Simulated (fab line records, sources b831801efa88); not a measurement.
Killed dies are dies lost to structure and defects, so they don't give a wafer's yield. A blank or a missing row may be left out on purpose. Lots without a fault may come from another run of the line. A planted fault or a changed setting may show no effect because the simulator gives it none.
Which tool did it? | flow gf180mcu | 14 lots, 40 wafers sampled, at 5 steps of a route of 602

WHAT THE GAUGES READ, wafer by wafer
GF_VT_IMPLANT_TW_MEAS_10. Usual: VT_IMPLANT_TW 556, standard deviation 3.2.
lot  | measured     | on            | VT_IMPLANT_TW | flag
L615 | day 5 14:40  | film_metro-04 | 557 554       |
L616 | day 5 21:55  | film_metro-04 | 554 555 554   |
L618 | day 6 09:43  | film_metro-01 | 560 559 555   |
L620 | day 6 22:43  | film_metro-03 | 554 553 555   |
L622 | day 7 11:34  | film_metro-03 | 555 558 556   |
L623 | day 7 16:25  | film_metro-04 | 564 560 560   |
L625 | day 8 05:49  | film_metro-04 | 559 559 561   |
L627 | day 8 18:48  | film_metro-04 | 30 30 30      | OFF
L628 | day 8 22:19  | film_metro-04 | 30 30 30      | OFF
L632 | day 9 23:17  | film_metro-03 | 558 549 554   |
L634 | day 10 12:24 | film_metro-03 | 553 551 552   |
L635 | day 10 18:18 | film_metro-01 | 558 559       |
L636 | day 11 00:26 | film_metro-01 | 556 556 555   |
L638 | day 11 13:37 | film_metro-01 | 554 561 557   |

GF_VT_IMPLANT_RS_MEAS_49: measures by four-point-probe. Usual: MVPSD_RS 1167.8 ohm/sq, standard deviation 2.5.
lot  | measured     | on            | MVPSD_RS (ohm/sq)    | flag
L615 | day 7 14:16  | film_metro-03 | 1173.2 1170.9        |
L616 | day 7 20:27  | film_metro-02 | 1164.6 1163.1 1166.5 |
L618 | day 8 10:12  | film_metro-03 | 1167.8 1169.0 1168.6 |
L620 | day 8 23:28  | film_metro-01 | 1167.8 1168.0 1166.4 |
L622 | day 9 14:07  | film_metro-03 | 1163.8 1170.0 1166.4 |
L623 | day 9 17:51  | film_metro-03 | 1166.7 1168.2 1170.9 |
L625 | day 10 10:09 | film_metro-03 | 1169.5 1168.1 1170.4 |
L627 | day 10 23:22 | film_metro-02 | 1167.5 1167.9 1166.2 |
L628 | day 11 04:35 | film_metro-03 | 1173.8 1173.5 1169.7 |
L632 | day 12 07:55 | film_metro-02 | 1167.7 1166.5 1166.4 |
L634 | day 12 21:29 | film_metro-03 | 1167.7 1167.5 1165.5 |
L635 | day 13 04:01 | film_metro-03 | 1172.5 1170.9        |
L636 | day 13 09:49 | film_metro-02 | 1167.6 1167.0 1167.4 |
L638 | day 14 01:01 | film_metro-01 | 1172.0 1169.3 1167.9 |

GF_POLY_GATE_CD_MEAS_10: target cd 280 nm. Usual: cd_nm 280.0 nm, standard deviation 1.1.
lot  | measured     | on        | cd_nm (nm)        | flag
L615 | day 9 07:01  | cd_sem-02 | 280.3 280.0       |
L616 | day 9 13:11  | cd_sem-02 | 280.3 278.1 279.1 |
L618 | day 10 00:53 | cd_sem-02 | 280.7 280.1 280.4 |
L620 | day 10 17:07 | cd_sem-02 | 278.8 278.5 278.3 |
L622 | day 11 08:49 | cd_sem-01 | 279.9 280.6 280.1 |
L623 | day 11 10:41 | cd_sem-02 | 280.1 280.9 280.5 |
L625 | day 12 06:20 | cd_sem-01 | 279.5 281.0 280.5 |
L627 | day 12 20:46 | cd_sem-01 | 282.2 281.4 281.4 |
L628 | day 13 00:56 | cd_sem-01 | 280.0 280.2 279.2 |
L632 | day 14 07:01 | cd_sem-01 | 280.5 279.5 279.6 |
L634 | day 14 20:55 | cd_sem-02 | 281.0 280.8 281.4 |
L635 | day 15 03:55 | cd_sem-02 | 280.2 279.3       |
L636 | day 15 08:54 | cd_sem-02 | 280.0 279.6 280.3 |
L638 | day 16 01:21 | cd_sem-01 | 281.0 280.5 281.8 |

WHICH TOOL RAN EACH LOT (tool, then ch and the chambers of the sampled wafers, then the start)
lot  | GF_MVPSD_STRIP_10                    | GF_VT_IMPLANT_STRIP_09
L615 | plasma_asher-02 ch 0,1, day 5 00:21  | plasma_asher-04 ch 1, day 5 14:34
L616 | plasma_asher-03 ch 0,1, day 5 07:03  | plasma_asher-04 ch 0,1, day 5 21:48
L618 | plasma_asher-02 ch 0,1, day 5 18:54  | plasma_asher-02 ch 0,1, day 6 09:36
L620 | plasma_asher-02 ch 0,1, day 6 06:55  | plasma_asher-04 ch 1, day 6 22:37
L622 | plasma_asher-02 ch 0,1, day 6 19:35  | plasma_asher-04 ch 0,1, day 7 11:28
L623 | plasma_asher-01 ch 0,1, day 7 00:33  | plasma_asher-03 ch 0,1, day 7 16:18
L625 | plasma_asher-03 ch 0,1, day 7 14:29  | plasma_asher-02 ch 0,1, day 8 05:43
L627 | plasma_asher-01 ch 0,1, day 8 02:35  | plasma_asher-02 ch 0,1, day 8 18:42
L628 | plasma_asher-03 ch 0,1, day 8 05:50  | plasma_asher-02 ch 0,1, day 8 22:12
L632 | plasma_asher-03 ch 0,1, day 9 06:13  | plasma_asher-04 ch 0,1, day 9 23:00
L634 | plasma_asher-01 ch 0, day 9 18:43    | plasma_asher-04 ch 0,1, day 10 12:18
L635 | plasma_asher-03 ch 1, day 9 23:12    | plasma_asher-04 ch 0, day 10 18:12
L636 | plasma_asher-03 ch 0,1, day 10 05:32 | plasma_asher-02 ch 0,1, day 11 00:21
L638 | plasma_asher-02 ch 0,1, day 10 18:23 | plasma_asher-03 ch 0,1, day 11 13:32
- GF_MVPSD_STRIP_10: strips in O2/N2.
- GF_VT_IMPLANT_STRIP_09: strips in O2/N2.

WHAT THE TOOLS THEMSELVES READ (means of the sampled wafers that have a number; where no wafer has one, the mark that the record gives instead)
GF_MVPSD_STRIP_10. Usual: chamber_pressure_mTorr 1500.0 mTorr, standard deviation 1.4; drypump_motor_current_A 5.9 A, standard deviation 0.36; heater_power_w 341 W, standard deviation 55; oes_product_au 0.723 a.u., standard deviation 0.0045; strip_time_to_endpoint_s 37.00 s, standard deviation 0.11.
lot  | tool            | chamber_pressure_mTorr (mTorr) | drypump_motor_current_A (A) | heater_power_w (W) | oes_product_au (a.u.) | strip_time_to_endpoint_s (s) | flag
L615 | plasma_asher-02 | 1499.1                         | 6.0                         | 353                | 0.720                 | 37.11                        |
L616 | plasma_asher-03 | 1499.7                         | 5.8                         | 374                | 0.726                 | 37.02                        |
L618 | plasma_asher-02 | 1498.0                         | 5.9                         | 352                | 0.719                 | 36.89                        |
L620 | plasma_asher-02 | 1499.8                         | 6.1                         | 353                | 0.726                 | 36.88                        |
L622 | plasma_asher-02 | 1501.8                         | 5.9                         | 350                | 0.723                 | 37.14                        |
L623 | plasma_asher-01 | 1500.6                         | 6.3                         | 310                | 0.721                 | 37.02                        |
L625 | plasma_asher-03 | 1500.3                         | 5.6                         | 315                | 0.723                 | 37.15                        |
L627 | plasma_asher-01 | -                              | -                           | -                  | -                     | -                            | OFF
L628 | plasma_asher-03 | -                              | -                           | -                  | -                     | -                            | OFF
L632 | plasma_asher-03 | 1499.2                         | 5.8                         | 369                | 0.725                 | 36.91                        |
L634 | plasma_asher-01 | 1501.4                         | 5.8                         | 304                | 0.724                 | 37.03                        |
L635 | plasma_asher-03 | 1499.8                         | 5.4                         | 258                | 0.720                 | 36.98                        |
L636 | plasma_asher-03 | 1500.6                         | 5.6                         | 312                | 0.724                 | 36.96                        |
L638 | plasma_asher-02 | 1500.8                         | 6.1                         | 350                | 0.726                 | 36.98                        |

GF_VT_IMPLANT_STRIP_09. Usual: chamber_pressure_mTorr 1500.0 mTorr, standard deviation 1.5; drypump_motor_current_A 5.7 A, standard deviation 0.36; heater_power_w 331 W, standard deviation 47; oes_product_au 0.716 a.u., standard deviation 0.0042; strip_time_to_endpoint_s 12.61 s, standard deviation 0.044.
lot  | tool            | chamber_pressure_mTorr (mTorr) | drypump_motor_current_A (A) | heater_power_w (W) | oes_product_au (a.u.) | strip_time_to_endpoint_s (s) | flag
L615 | plasma_asher-04 | 1499.4                         | 5.2                         | 284                | 0.717                 | 12.59                        |
L616 | plasma_asher-04 | 1500.0                         | 5.4                         | 317                | 0.716                 | 12.61                        |
L618 | plasma_asher-02 | 1500.7                         | 5.9                         | 353                | 0.717                 | 12.61                        |
L620 | plasma_asher-04 | 1500.2                         | 5.3                         | 277                | 0.719                 | 12.63                        |
L622 | plasma_asher-04 | 1498.5                         | 5.3                         | 293                | 0.715                 | 12.58                        |
L623 | plasma_asher-03 | 1499.8                         | 5.6                         | 314                | 0.715                 | 12.61                        |
L625 | plasma_asher-02 | 1500.8                         | 6.1                         | 352                | 0.716                 | 12.52                        |
L627 | plasma_asher-02 | 1500.8                         | 5.9                         | 348                | 0.730                 | 57.32                        | OFF
L628 | plasma_asher-02 | 1500.0                         | 5.9                         | 360                | 0.728                 | 57.48                        | OFF
L632 | plasma_asher-04 | 1499.8                         | 5.4                         | 299                | 0.716                 | 12.59                        |
L634 | plasma_asher-04 | 1500.7                         | 5.4                         | 295                | 0.723                 | 12.61                        |
L635 | plasma_asher-04 | 1500.3                         | 5.5                         | 326                | 0.717                 | 12.57                        |
L636 | plasma_asher-02 | 1499.6                         | 5.9                         | 352                | 0.723                 | 12.62                        |
L638 | plasma_asher-03 | 1500.5                         | 5.8                         | 372                | 0.714                 | 12.70                        |

THE ANSWER, worked out from the rows above alone
Rule: a lot is off if the mean of its wafers that have a number lies more than 3 standard deviations from the usual mean. A lot without any number at a reading at which 4 lots or more have one is off too. The other lots that the step has rows for count as sound. The gauges are gone through in route order, then the tools' own readings, and for those a lot's mean is taken as printed above. The first step at which some lot is off is used, and at that step the reading that is off furthest; a lot without a number counts as furthest.
Off: L627, L628, at GF_VT_IMPLANT_TW_MEAS_10 (VT_IMPLANT_TW).
A tool fits if, at a process step before that reading, it ran every lot that is off, and no sound lot after the first of them. The gauges at GF_VT_IMPLANT_TW_MEAS_10 aren't tried: what is off there is off at GF_MVPSD_STRIP_10 too, on other tools, and a gauge's error can't cause that. None of those tried fits.

WHAT THE SIMULATOR HAD PUT IN
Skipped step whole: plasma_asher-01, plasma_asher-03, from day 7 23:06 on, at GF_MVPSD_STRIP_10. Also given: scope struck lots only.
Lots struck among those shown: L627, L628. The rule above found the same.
